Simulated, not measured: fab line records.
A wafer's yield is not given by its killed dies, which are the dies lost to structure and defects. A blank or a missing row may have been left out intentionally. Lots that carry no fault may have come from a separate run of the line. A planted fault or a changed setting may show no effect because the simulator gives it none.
Chamber matching | flow sky130 | SKY_METAL4_ETCH_17 on rieDiel-04 has 4 sister chambers
The step etches SiO2 in C4F8/O2/Ar, stops on TiN, time 3.9 s, target depth 15 nm. 20 wafers are shown with their chamber, then 10 later ones without.

## WAFERS WITH THEIR CHAMBER
wafer  | chamber | oesProductAu (a.u.)
L191.1 | 0       | 0.751
L191.4 | 2       | 0.755
L191.5 | 3       | 0.768
L193.1 | 3       | 0.753
L193.5 | 0       | 0.761
L193.6 | 2       | 0.755
L194.2 | 1       | 0.755
L194.3 | 0       | 0.759
L194.4 | 2       | 0.761
L205.1 | 0       | 0.749
L205.2 | 1       | 0.751
L205.3 | 2       | 0.743
L207.2 | 2       | 0.761
L207.4 | 3       | 0.753
L207.5 | 3       | 0.761
L208.1 | 3       | 0.756
L208.3 | 1       | 0.755
L208.4 | 2       | 0.758
L209.3 | 3       | 0.753
L209.4 | 2       | 0.758

SIGNATURES (averages over the wafers above)
reading      | chamber 0 | chamber 1 | chamber 2 | chamber 3 | scatter within a chamber
oesProductAu | 0.75500   | 0.75367   | 0.75586   | 0.75733   | 0.00575
Rule: for a wafer and a chamber, the distance is found by dividing, reading by reading, the gap between the wafer's reading and the chamber's mean by the reading's scatter, squaring, summing and taking the root. If the next closest chamber is less than 2 further off than the closest, the wafer can't be placed; otherwise it belongs to the closest. The scatter: the root of (the sum of the squares of (reading less its chamber's mean) over the shown wafers, divided by (wafers less chambers)).

## WAFERS WITHOUT THEIR CHAMBER
wafer  | oesProductAu (a.u.)
L209.6 | 0.765
L211.4 | 0.763
L211.5 | 0.747
L211.6 | 0.759
L212.1 | 0.750
L212.3 | 0.752
L212.5 | 0.758
L213.2 | 0.746
L213.3 | 0.759
L213.6 | 0.763

## WHICH CHAMBER EACH WENT THROUGH
wafer  | from the rows above               | in truth
L209.6 | can't be placed: 3 or 2 or 0 or 1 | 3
L211.4 | can't be placed: 3 or 2 or 0 or 1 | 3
L211.5 | can't be placed: 1 or 0 or 2 or 3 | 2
L211.6 | can't be placed: 3 or 2 or 0 or 1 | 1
L212.1 | can't be placed: 1 or 0 or 2 or 3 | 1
L212.3 | can't be placed: 1 or 0 or 2 or 3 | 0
L212.5 | can't be placed: 3 or 2 or 0 or 1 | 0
L213.2 | can't be placed: 1 or 0 or 2 or 3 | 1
L213.3 | can't be placed: 3 or 2 or 0 or 1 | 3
L213.6 | can't be placed: 3 or 2 or 0 or 1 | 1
Placed correctly: 0 of 10. Cannot be placed on the basis of these rows: 10; the candidates contain the true chamber in 10. 0 placed wrongly.
